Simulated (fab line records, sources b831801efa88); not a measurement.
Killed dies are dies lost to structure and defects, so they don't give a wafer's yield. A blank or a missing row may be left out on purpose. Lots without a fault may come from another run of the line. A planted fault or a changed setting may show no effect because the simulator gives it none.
Which tool did it? | flow sky130 | 14 lots, 42 wafers sampled, at 5 steps of a route of 708

WHAT THE GAUGES READ, wafer by wafer
SKY_RES_XHIGH_TW_MEAS_09. Usual: RES_XHIGH_TW 1640, standard deviation 9.6.
lot  | measured     | on            | RES_XHIGH_TW   | flag
L800 | day 26 13:04 | film_metro-01 | 1647 1643 1636 |
L802 | day 27 22:02 | film_metro-03 | 1639 1635 1644 |
L804 | day 28 08:53 | film_metro-04 | 1644 1631 1629 |
L805 | day 28 16:46 | film_metro-03 | 1631 1633 1632 |
L806 | day 29 00:20 | film_metro-03 | 1629 1638 1640 |
L807 | day 29 10:04 | film_metro-01 | 1665 1658 1664 |
L808 | day 29 23:46 | film_metro-03 | 1639 1631 1641 |
L809 | day 30 06:05 | film_metro-03 | 1631 1636 1631 |
L810 | day 30 16:21 | film_metro-04 | 1643 1637 1635 |
L816 | day 32 18:43 | film_metro-01 | 1648 1652 1639 |
L818 | day 32 22:56 | film_metro-01 | 1644 1638 1644 |
L821 | day 33 10:44 | film_metro-03 | 1641 1636 1636 |
L820 | day 33 14:19 | film_metro-04 | 1641 1638 1638 |
L822 | day 33 17:38 | film_metro-03 | 1634 1636 1634 |

SKY_SD_N_TW_MEAS_12. Usual: SD_N_TW 3990, standard deviation 23.
lot  | measured     | on            | SD_N_TW        | flag
L800 | day 27 18:38 | film_metro-03 | 3991 4001 3986 |
L802 | day 29 02:35 | film_metro-01 | 4051 4018 4010 |
L804 | day 29 13:11 | film_metro-04 | 3985 3968 3989 |
L805 | day 29 21:38 | film_metro-01 | 4030 3994 4011 |
L806 | day 30 04:15 | film_metro-03 | 3964 3955 3961 |
L807 | day 30 14:58 | film_metro-04 | 3998 3989 3970 |
L808 | day 31 04:29 | film_metro-01 | 4024 4031 4034 |
L809 | day 31 10:14 | film_metro-03 | 3966 3977 3975 |
L810 | day 31 20:52 | film_metro-04 | 3976 3969 3959 |
L816 | day 33 22:26 | film_metro-04 | 3975 3976 3978 |
L818 | day 34 02:48 | film_metro-04 | 3982 3978 3981 |
L821 | day 34 13:32 | film_metro-04 | 4002 3985 4012 |
L820 | day 34 16:14 | film_metro-01 | 4002 4017 4011 |
L822 | day 34 19:36 | film_metro-04 | 3986 3989 3980 |

WHICH TOOL RAN EACH LOT (tool, then ch and the chambers of the sampled wafers, then the start)
lot  | SKY_VT_ADJUST_NCORE_STRIP_10         | SKY_SPACER_ETCHBACK_02             | SKY_POLY_CUT_ETCH_11
L800 | plasma_asher-02 ch 0,1, day 8 14:08  | rie_diel-01 ch 1,2,3, day 22 17:47 | rie_diel-02 ch 0,2,3, day 24 00:13
L802 | plasma_asher-03 ch 0, day 9 11:35    | rie_diel-03 ch 0,2, day 24 04:59   | rie_diel-02 ch 0,1,3, day 25 11:14
L804 | plasma_asher-01 ch 0,1, day 9 19:16  | rie_diel-04 ch 0,1, day 24 16:26   | rie_diel-03 ch 1,2, day 25 23:04
L805 | plasma_asher-02 ch 0,1, day 10 03:26 | rie_diel-03 ch 0,2,3, day 25 00:20 | rie_diel-01 ch 0,1,3, day 26 07:02
L806 | plasma_asher-02 ch 0,1, day 10 10:04 | rie_diel-01 ch 2,3, day 25 09:28   | rie_diel-01 ch 0,1, day 26 15:04
L807 | plasma_asher-03 ch 0,1, day 10 16:58 | rie_diel-04 ch 0,1,2, day 25 18:39 | rie_diel-03 ch 0,1,3, day 27 00:07
L808 | plasma_asher-02 ch 0,1, day 11 01:16 | rie_diel-03 ch 0,1,2, day 26 09:31 | rie_diel-02 ch 0,3, day 27 14:10
L809 | plasma_asher-02 ch 0,1, day 11 08:07 | rie_diel-03 ch 0,1,2, day 26 17:29 | rie_diel-01 ch 1,3, day 27 21:50
L810 | plasma_asher-01 ch 0,1, day 11 14:16 | rie_diel-01 ch 0,2,3, day 27 02:20 | rie_diel-02 ch 0,1,3, day 28 07:47
L816 | plasma_asher-03 ch 0,1, day 13 18:47 | rie_diel-03 ch 1,2, day 29 07:23   | rie_diel-02 ch 0,3, day 30 12:19
L818 | plasma_asher-02 ch 0,1, day 14 01:26 | rie_diel-03 ch 0,2,3, day 29 11:32 | rie_diel-01 ch 0,2,3, day 30 15:23
L821 | plasma_asher-02 ch 0,1, day 14 13:20 | rie_diel-01 ch 2,3, day 29 23:23   | rie_diel-02 ch 1,2, day 31 03:49
L820 | plasma_asher-02 ch 0,1, day 14 15:53 | rie_diel-04 ch 0,3, day 30 03:35   | rie_diel-01 ch 0,1,3, day 31 08:02
L822 | plasma_asher-03 ch 0,1, day 14 22:13 | rie_diel-04 ch 2,3, day 30 07:33   | rie_diel-02 ch 0,1,3, day 31 11:22
- SKY_VT_ADJUST_NCORE_STRIP_10: strips in O2/N2.
- SKY_SPACER_ETCHBACK_02: etches Si3N4 in CH3F/O2, stops on SiO2, time 46.7 s, target depth 45 nm.
- SKY_POLY_CUT_ETCH_11: etches Si3N4 in CF4/CH2F2/Ar, stops on poly-Si, time 42.5 s, target depth 60 nm.

WHAT THE TOOLS THEMSELVES READ (means of the sampled wafers that have a number; where no wafer has one, the mark that the record gives instead)
SKY_VT_ADJUST_NCORE_STRIP_10. Usual: drypump_motor_current_A 5.51 A, standard deviation 0.24; oes_product_au 0.716 a.u., standard deviation 0.0042; strip_time_to_endpoint_s 13.93 s, standard deviation 0.045.
lot  | tool            | drypump_motor_current_A (A) | oes_product_au (a.u.) | strip_time_to_endpoint_s (s) | flag
L800 | plasma_asher-02 | 5.42                        | 0.714                 | 13.94                        |
L802 | plasma_asher-03 | 5.25                        | 0.711                 | 13.95                        |
L804 | plasma_asher-01 | 5.53                        | 0.715                 | 13.94                        |
L805 | plasma_asher-02 | 5.59                        | 0.713                 | 13.93                        |
L806 | plasma_asher-02 | 5.58                        | 0.716                 | 13.98                        |
L807 | plasma_asher-03 | 5.60                        | 0.713                 | 13.90                        |
L808 | plasma_asher-02 | 5.41                        | 0.717                 | 13.87                        |
L809 | plasma_asher-02 | 5.62                        | 0.723                 | 13.86                        |
L810 | plasma_asher-01 | 5.48                        | 0.721                 | 14.01                        |
L816 | plasma_asher-03 | 5.42                        | 0.718                 | 13.92                        |
L818 | plasma_asher-02 | 5.58                        | 0.717                 | 13.91                        |
L821 | plasma_asher-02 | 5.42                        | 0.715                 | 13.93                        |
L820 | plasma_asher-02 | 5.41                        | 0.711                 | 13.94                        |
L822 | plasma_asher-03 | 5.41                        | 0.719                 | 13.93                        |

SKY_SPACER_ETCHBACK_02. Usual: drypump_motor_current_A 5.8 A, standard deviation 0.31; oes_product_au 0.850 a.u., standard deviation 0.0076; throttle_valve_pct 10.561 %, standard deviation 0.0087.
lot  | tool        | drypump_motor_current_A (A) | oes_product_au (a.u.) | throttle_valve_pct (%) | flag
L800 | rie_diel-01 | 5.8                         | 0.848                 | 10.555                 |
L802 | rie_diel-03 | 5.8                         | 0.844                 | 10.565                 |
L804 | rie_diel-04 | 5.2                         | 0.850                 | 10.562                 |
L805 | rie_diel-03 | 5.9                         | 0.855                 | 10.565                 |
L806 | rie_diel-01 | 6.0                         | 0.846                 | 10.563                 |
L807 | rie_diel-04 | 5.5                         | 0.851                 | 10.556                 |
L808 | rie_diel-03 | 5.9                         | 0.842                 | 10.563                 |
L809 | rie_diel-03 | 5.9                         | 0.851                 | 10.574                 |
L810 | rie_diel-01 | 6.0                         | 0.848                 | 10.560                 |
L816 | rie_diel-03 | 5.8                         | 0.858                 | 10.563                 |
L818 | rie_diel-03 | 5.9                         | 0.844                 | 10.571                 |
L821 | rie_diel-01 | 5.9                         | 0.848                 | 10.556                 |
L820 | rie_diel-04 | 5.2                         | 0.853                 | 10.569                 |
L822 | rie_diel-04 | 5.9                         | 0.857                 | 10.562                 |

SKY_POLY_CUT_ETCH_11. Usual: drypump_motor_current_A 5.9 A, standard deviation 0.49; mfc_ar_sccm 150.0 sccm, standard deviation 0.44; oes_product_au 0.828 a.u., standard deviation 0.0077; throttle_valve_pct 14.995 %, standard deviation 0.009.
lot  | tool        | drypump_motor_current_A (A) | mfc_ar_sccm (sccm) | oes_product_au (a.u.) | throttle_valve_pct (%) | flag
L800 | rie_diel-02 | 5.6                         | 150.4              | 0.835                 | 14.993                 |
L802 | rie_diel-02 | 5.9                         | 150.0              | 0.835                 | 14.994                 |
L804 | rie_diel-03 | 5.8                         | 150.3              | 0.833                 | 15.001                 |
L805 | rie_diel-01 | 5.9                         | 149.5              | 0.837                 | 14.998                 |
L806 | rie_diel-01 | 5.8                         | 150.4              | 0.833                 | 14.998                 |
L807 | rie_diel-03 | 6.0                         | 149.9              | 0.825                 | 14.995                 |
L808 | rie_diel-02 | 6.2                         | 150.3              | 0.831                 | 14.986                 |
L809 | rie_diel-01 | 5.7                         | 149.7              | 0.810                 | 14.999                 |
L810 | rie_diel-02 | 5.9                         | 150.2              | 0.822                 | 14.989                 |
L816 | rie_diel-02 | 6.1                         | 150.0              | 0.790                 | 14.985                 | OFF
L818 | rie_diel-01 | 6.0                         | 149.7              | 0.794                 | 14.985                 | OFF
L821 | rie_diel-02 | 5.7                         | 149.4              | 0.841                 | 14.999                 |
L820 | rie_diel-01 | 5.9                         | 149.8              | 0.834                 | 14.988                 |
L822 | rie_diel-02 | 5.9                         | 149.9              | 0.820                 | 14.999                 |

THE ANSWER, worked out from the rows above alone
Rule: a lot is off if the mean of its wafers that have a number lies more than 3 standard deviations from the usual mean. A lot without any number at a reading at which 4 lots or more have one is off too. The other lots that the step has rows for count as sound. The gauges are gone through in route order, then the tools' own readings, and for those a lot's mean is taken as printed above. The first step at which some lot is off is used, and at that step the reading that is off furthest; a lot without a number counts as furthest.
Off: L816, L818, at SKY_POLY_CUT_ETCH_11 (oes_product_au).
A tool fits if, at that step or a process step before it, it ran every lot that is off, and no sound lot after the first of them. One fits: rie_diel-03 at SKY_SPACER_ETCHBACK_02. Its last sound lot is L809 (day 26 17:29), its first lot that is off L816 (day 29 07:23): a fault that began between those two fits.

WHAT THE SIMULATOR HAD PUT IN
Process parameter drift: rie_diel-03, from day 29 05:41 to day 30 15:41, at SKY_SPACER_ETCHBACK_02. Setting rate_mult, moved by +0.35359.
Lots struck among those shown: L816, L818. The rule above found the same.
